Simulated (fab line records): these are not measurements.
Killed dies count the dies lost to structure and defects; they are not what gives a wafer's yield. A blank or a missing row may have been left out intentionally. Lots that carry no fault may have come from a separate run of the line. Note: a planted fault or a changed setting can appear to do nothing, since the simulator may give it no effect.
Chamber matching | flow gf180mcu | GF_V3_CVD_02 on pecvd-02: 3 sister chambers
The step deposits SiO2 from TEOS, target thk 850 nm, time 94.851 s. 3 wafers are shown with their chamber, then 8 later ones without.

== WAFERS, EACH WITH ITS CHAMBER ==
wafer  | chamber | heaterPowerW (W)
L631.5 | 1       | 619
L631.6 | 0       | 571
L632.1 | 2       | 408

== WAFERS WHOSE CHAMBER IS MISSING ==
wafer  | heaterPowerW (W)
L632.2 | 708
L632.6 | 751
L633.3 | 529
L633.4 | 561
L633.5 | 453
L643.1 | 677
L643.3 | 526
L643.5 | 407

== EACH ONE'S CHAMBER ==
wafer  | from the rows above          | in truth
L632.2 | can't be placed: 1 or 0      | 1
L632.6 | can't be placed: 1 or 0      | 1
L633.3 | can't be placed: 0 or 1 or 2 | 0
L633.4 | can't be placed: 0 or 1      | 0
L633.5 | can't be placed: 2 or 0 or 1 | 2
L643.1 | can't be placed: 1 or 0      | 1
L643.3 | can't be placed: 0 or 1 or 2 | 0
L643.5 | 2                            | 2
Correct placement for 1 of the 8. Can't be placed from these rows: 7 (the true chamber is among the candidates in 7). 0 placed wrongly.
How it was worked out, from the rows above alone: a wafer's distance from a chamber is the root of the sum, over the readings, of the square of ((its reading less the chamber's mean) divided by the reading's scatter). The wafer belongs to the nearest chamber; if the next one is less than 2 further off, it can't be placed. For every chamber, the mean is computed from those of its wafers that are shown. The scatter: root of mean squared gap, hidden wafer to nearest shown wafer, with one shown wafer a chamber.
